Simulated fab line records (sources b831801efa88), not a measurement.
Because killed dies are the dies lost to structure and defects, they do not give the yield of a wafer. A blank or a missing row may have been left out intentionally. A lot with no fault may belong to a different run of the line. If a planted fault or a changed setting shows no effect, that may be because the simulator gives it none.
Code-filled problem report in 8D (eight disciplines) form    flow sfqLine    the parts of the form that need people (team, actions taken, sign-off) are left out

## 1. THE ISSUE
Wafers free of any fault read 0.892 ohm/sq (standard deviation 0.012) for M1_NB_RS at SFQ_M1_RS_MEAS_909, against a mean of 0.980 ohm/sq on 3 wafers of 2 lots. Relative to the usual mean, that is a shift of +7.3 standard deviations.
The step: measures by four-point-probe.
First seen on wafer L305.2, day 15 04:53, on filmMetro-02. Wafers with a number at this step in the record: 40, from 14 lots. The rule behind "out" and "out of limits": a value lying over 4 standard deviations away from the usual mean. The other wafers with a number count as sound.

## 2. WHAT IT IS, AND WHAT IT ISN'T
question                     is                          is not
which readings at this step  M1_NB_RS                    -
which lots                   L305, L306                  L289, L291, L292, L294, L295, L296, L297, L298, L299, L300, L304, L312
which wafers of those lots   L305.2, L306.2, L306.6      L305.4
read on which gauges         filmMetro-01, filmMetro-02  filmMetro-03
when                         from day 15 04:53           up to then (34 sound wafers); but 3 sound wafers of L312 came after

## 3. WHAT RULES OUT EACH SUSPECT
Counting: any tool at a process step up to the reading remains a suspect provided it ran every lot that is out. Sound lots after the first of them don't rule it out here, since some wafers of a struck lot are sound.
- ruled out: the gauge at SFQ_M1_RS_MEAS_909. The wafers that are out were read on 2 gauges (filmMetro-01, filmMetro-02).
- pvdSputter-04 at SFQ_TRILAYER_M1_DEP_SPUTTER_037 (material Nb, target thk 200 nm, time 133.3 s): kept. It ran every lot that is out, first L305 (day 15 04:46); its last sound lot up to then is L304 (day 15 01:10).
Remaining after the count: pvdSputter-04 at SFQ_TRILAYER_M1_DEP_SPUTTER_037.

## 4. THE CAUSE (what the simulator had put in)
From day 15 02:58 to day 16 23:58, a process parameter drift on pvdSputter-04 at SFQ_TRILAYER_M1_DEP_SPUTTER_037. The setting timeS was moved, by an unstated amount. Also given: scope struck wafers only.
Counting left only this tool.

## 5. THE EFFECT CHAIN, in route order
One row per reading whose mean, taken over the struck wafers that have a number, lies over 3 standard deviations from the usual. Only readings for which the record gives a usual standard deviation are gone through. hours: the time from each lot's start at the first step in this table that gives one to its start at this step, as a median over the lots. sigmas: the change in usual standard deviations.
hours  step                                 reading       usual         on struck wafers  change  sigmas
0      SFQ_M1_RS_MEAS_909                   M1_NB_RS      0.892 ohm/sq  0.980             +0.088  +7.3
67     SFQ_TRILAYER_M1_ETCH_METAL_ETCH_042  oesProductAu  0.893 a.u.    0.846             -0.047  -6.1
It contains these process steps:
- SFQ_TRILAYER_M1_ETCH_METAL_ETCH_042: etches Nb in Cl2/Ar, stops on SiO2, target depth 240 nm, time 120 s.
At these later measuring or inspecting steps, every struck wafer for which the step has a row has a number for every such reading, and none has moved that far: SFQ_I3_BOW_MEAS_922.

## 6. WHAT WOULD HAVE CAUGHT IT SOONER
2 hours passed between the start of the fault at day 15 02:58 and the first reading out of limits at a measuring or inspecting step in this record, taken at day 15 04:53.
No tool reading at SFQ_TRILAYER_M1_DEP_SPUTTER_037 that has a usual standard deviation in the record was out on any struck wafer, so an alarm limit of 4 standard deviations on those readings would not have fired.
Of the lots that are out (2), L306 began SFQ_TRILAYER_M1_DEP_SPUTTER_037 on pvdSputter-04 after day 15 04:53. A tool hold placed at that time would have kept it from harm.
